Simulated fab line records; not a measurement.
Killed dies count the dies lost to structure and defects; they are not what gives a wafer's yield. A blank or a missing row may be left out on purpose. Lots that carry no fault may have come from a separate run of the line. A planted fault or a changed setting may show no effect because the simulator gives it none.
2 desks looking at one fault    flow sky130    each desk holds nothing but its own numbers, with what lay behind them at the end

== AT THE METROLOGY DESK ==
Lot by lot, what the gauges showed, no matter which tool ran the lot: averages of those sampled wafers that carry a number. A lot is out of limits, marked OUT, if its mean lies more than 4 standard deviations from the usual mean; the brackets give that distance.
Columns: A = VIA1_W_THK at SKY_VIA1_THK_MEAS_23, usual 273 nm; B = METAL2_ALCU_RS at SKY_METAL2_RS_MEAS_05, usual 0.1262 ohm/sq; C = METAL2_ALCU_THK at SKY_METAL2_THK_MEAS_06, usual 254 nm
lot   first seen here  A    B                 C
L593  day 34 05:20     275  0.1243            258
L594  day 34 10:38     265  0.1260            255
L595  day 34 21:38     272  0.1241            259
L598  day 35 18:17     266  0.1256            254
L603  day 37 19:59     276  0.1011 (-17) OUT  336 (+27) OUT
L604  day 37 23:23     269  0.1006 (-17) OUT  335 (+26) OUT
L606  day 38 12:22     278  0.1000 (-17) OUT  339 (+27) OUT
L607  day 38 21:31     273  0.1280            251
L608  day 39 09:08     271  0.1275            250
L610  day 39 17:02     267  0.1272            251
L612  day 40 10:52     270  0.1265            253
L613  day 41 01:35     274  0.1264            253
L614  day 41 09:09     281  0.1280            251
L615  day 41 11:35     273  0.1263            253
L616  day 41 19:47     267  0.1277            251
This desk's result: L603, L604, L606 out of limits, first on L603 (METAL2_ALCU_RS at SKY_METAL2_RS_MEAS_05), day 37 20:32. L593, L594, L595, L598, L607, L608, L610, L612, L613, L614, L615, L616: within limits.

== TOOL OWNER'S DESK, pvd sputter-02 ==
The tool's own readings at SKY_METAL2_SPUTTER_02 (material AlCu, target thk 250 nm, time 13.3 s): means of the sampled wafers that have a number, for each lot that ran on this tool. A lot is out of limits, marked OUT, if its mean lies more than 4 standard deviations from the usual mean; the brackets give that distance.
Columns: A = throttle valve pct at SKY_METAL2_SPUTTER_02, usual 29.5 %
lot   first seen here  A
L595  day 34 22:02     28.9
L603  day 37 20:22     27.9
L604  day 37 23:47     27.1
L606  day 38 12:46     28.6
This desk's verdict: no lot among the 4 shows anything out of limits.

== PUT TOGETHER ==
Metrology desk: alarm possible at day 37 20:32 on L603, L604, L606.
The desk of the tool owner found nothing out of limits.
The tool owner's desk has L603, L604, L606 on record, within its limits.
SKY_METAL2_SPUTTER_02 was run on pvd sputter-02 by each of the lots named.

== WHAT HAD BEEN PUT IN BY THE SIMULATOR ==
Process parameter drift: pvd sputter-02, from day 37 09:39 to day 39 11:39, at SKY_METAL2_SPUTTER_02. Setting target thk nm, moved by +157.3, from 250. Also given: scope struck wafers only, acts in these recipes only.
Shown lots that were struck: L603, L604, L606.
Per desk, hours elapsed from the start of the fault to the first reading out of limits: for the metrology desk, 11.
